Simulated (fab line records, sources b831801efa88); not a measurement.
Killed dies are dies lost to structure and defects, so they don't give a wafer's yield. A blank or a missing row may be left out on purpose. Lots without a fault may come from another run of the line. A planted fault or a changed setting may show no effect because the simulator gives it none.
A struck lot beside a sound one | flow gf180mcu | 16 steps out of a route of 602
Sound: wafers L689.3, L689.5, L689.6. Struck: wafers L695.1, L695.4, L695.6. The cause comes at the end.
At each step with rows: each side's tool, then ch and its chambers, then its first start. Under that, the readings that differ: sound wafers | struck wafers | difference of the means | sigmas: that difference in standard deviations of wafers without a fault.
alike: readings whose means differ by less than 2 such deviations, and words and numbers that are the same on both sides. not compared: withheld readings, readings that some wafer has no value for, bounds like >300 that may hide the same value, and numbers for which the record gives no deviation and whose values overlap.
The two part at a step that has a row with sigmas, a row that says differs or no value, or rows on one side only. Numbers that don't overlap but have no deviation are shown without sigmas and don't part them. A reading that every wafer of one side lacks parts them only if that side has two wafers or more.

first, 1 step without rows for these wafers: GF_HV_LDD_IMPLANT_36.
GF_HV_LDD_STRIP_37: strips in O2/N2.
  sound on plasma_asher-03 ch 0,1, day 12 22:09; struck on plasma_asher-01 ch 0, day 14 21:58
  alike: drypump_motor_current_A, heater_power_w, oes_product_au, strip_time_to_endpoint_s
  not compared: rf_hours_counter_h
GF_HV_LDD_TW_MEAS_38:
  sound on film_metro-02, day 12 22:14; struck on film_metro-02, day 14 22:04
  alike: HV_LDD_3_TW
then, 7 steps without rows for these wafers: GF_HV_LDD_DEHYDRATE_39 (time 60 s); GF_HV_LDD_HMDS_40 (prime time 60 s); GF_HV_LDD_COAT_41 (resist thk 1000 nm); GF_HV_LDD_SOFTBAKE_42 (time 60 s); GF_HV_LDD_EXPOSE_43 (exposes mask Pplus HV AREA, target cd 400 nm); GF_HV_LDD_PEB_44; GF_HV_LDD_DEVELOP_45 (develop time 60 s).
GF_HV_LDD_CD_MEAS_46: target cd 400 nm.
  sound on cd_sem-01, day 13 17:45; struck on cd_sem-02, day 15 20:05
  alike: cd_nm
GF_HV_LDD_OVL_MEAS_47:
  sound on overlay-02, day 13 17:50; struck on overlay-02, day 15 20:12
  alike: HV_LDD_03_OVL
GF_HV_LDD_IMPLANT_48:
  sound on implanter-01 ch 0, day 13 17:55; struck on implanter-03, day 15 20:14
  no value came back on the struck wafers for beam_energy_keV, beam_on_s (s), end_station_pressure_torr (Torr); on the sound wafers beam_energy_keV reads 24.997 24.996 24.993
GF_HV_LDD_STRIP_49: strips in O2/N2.
  sound on plasma_asher-02 ch 0,1, day 13 18:03; struck on plasma_asher-02 ch 0,1, day 15 20:23
  alike: drypump_motor_current_A, heater_power_w, oes_product_au, strip_time_to_endpoint_s
  not compared: rf_hours_counter_h
GF_HV_LDD_TW_MEAS_50:
  sound on film_metro-01, day 13 18:08; struck on film_metro-01, day 15 20:29
  reading     | sound       | struck   | difference | sigmas
  HV_LDD_4_TW | 564 568 566 | 30 30 30 | -536       | -99 or more
then, 1 step without rows for these wafers: GF_HV_LDD_CLEAN_51 (cleans in SC1/SC2, time 150 s).

WHERE THEY PART
First at GF_HV_LDD_IMPLANT_48; last, within this record, at GF_HV_LDD_TW_MEAS_50.

WHY: what the simulator had put in
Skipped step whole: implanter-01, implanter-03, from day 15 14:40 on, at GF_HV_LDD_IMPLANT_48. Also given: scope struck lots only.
